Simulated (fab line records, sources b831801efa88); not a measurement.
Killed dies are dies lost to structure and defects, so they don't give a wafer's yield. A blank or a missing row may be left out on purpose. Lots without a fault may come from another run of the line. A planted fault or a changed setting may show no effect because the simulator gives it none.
Which tool did it? | flow gf180mcu | 6 lots, 18 wafers sampled, at 1 step of a route of 602

WHAT THE GAUGES READ, wafer by wafer
GF_CONTACT_THK_MEAS_26: measures by xrf.
lot  | measured     | on            | CONTACT_W_THK (nm)
L466 | day 16 20:21 | film_metro-04 | 300 299 300
L469 | day 18 02:19 | film_metro-04 | 297 296 289
L471 | day 18 19:19 | film_metro-02 | 297 292 299
L473 | day 19 08:14 | film_metro-02 | 292 291 292
L478 | day 21 14:05 | film_metro-01 | 300 299 302
L486 | day 24 04:18 | film_metro-02 | 298 302 297

WHICH TOOL RAN EACH LOT (tool, then ch and the chambers of the sampled wafers, then the start)
The record holds no process step before these readings.

THE ANSWER, worked out from the rows above alone
Rule: what is usual is taken from the lots themselves. Put in order of their means at a reading, lots are off if they are a third of the lots or fewer, leave a main group of 4 or more, and stand apart from it by a gap of 3 or more times the standard deviation of the main group's means; of several such gaps the widest counts. A main group whose means are all the same, to the digits that the tables above print for the reading, isn't used. A lot without any number at a reading at which 4 lots or more have one is off too. The other lots that the step has rows for count as sound.
No lot is off at any reading shown: from this, nothing can be told.

WHAT THE SIMULATOR HAD PUT IN
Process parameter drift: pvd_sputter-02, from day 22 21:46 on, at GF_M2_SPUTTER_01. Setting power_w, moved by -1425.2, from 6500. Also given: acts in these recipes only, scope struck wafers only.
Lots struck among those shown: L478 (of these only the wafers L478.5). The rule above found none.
